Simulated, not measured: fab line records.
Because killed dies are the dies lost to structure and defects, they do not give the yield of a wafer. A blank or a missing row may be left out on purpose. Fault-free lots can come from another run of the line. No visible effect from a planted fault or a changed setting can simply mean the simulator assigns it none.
Chamber matching    flow gf180mcu    GF_V4_CMP_04 on cmp-01 has 4 sister chambers
The step polishes SiO2. 7 wafers are shown with their chamber, then 7 later ones without.

## WAFERS, EACH WITH ITS CHAMBER
wafer   chamber  motorCurrentA (A)  timeToEndpointS (s)
L177.1  1        13.6               84
L177.4  0        12.8               80
L179.2  3        10.5               81
L179.3  0        12.8               76
L179.6  2        11.0               94
L183.1  2        11.2               75
L183.4  3        10.6               76

## WAFERS WHOSE CHAMBER IS MISSING
wafer   motorCurrentA (A)  timeToEndpointS (s)
L183.5  11.8               79
L184.1  12.6               76
L184.2  14.3               80
L184.4  10.7               85
L185.1  11.2               80
L185.3  13.6               80
L185.6  12.1               83

## EACH ONE'S CHAMBER
wafer    from the rows above   in truth
L183.5   2                     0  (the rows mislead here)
L184.1   0                     0
L184.2   1                     1
L184.4   3                     3
L185.1   2                     2
L185.3   1                     1
L185.6   0                     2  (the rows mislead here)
Placed correctly: 5 of 7. From these rows, 0 cannot be placed. 2 placed wrongly.
How it was worked out, from the rows above alone: a wafer's distance from a chamber is the root of the sum, over the readings, of the square of ((its reading less the chamber's mean) divided by the reading's scatter). The wafer belongs to the nearest chamber; if the next one is less than 2 further off, it can't be placed. Each chamber's mean is taken over the wafers shown for it. The scatter is the square root of a quotient: the sum, over the shown wafers, of each reading's squared deviation from its chamber's mean, divided by wafers minus chambers.
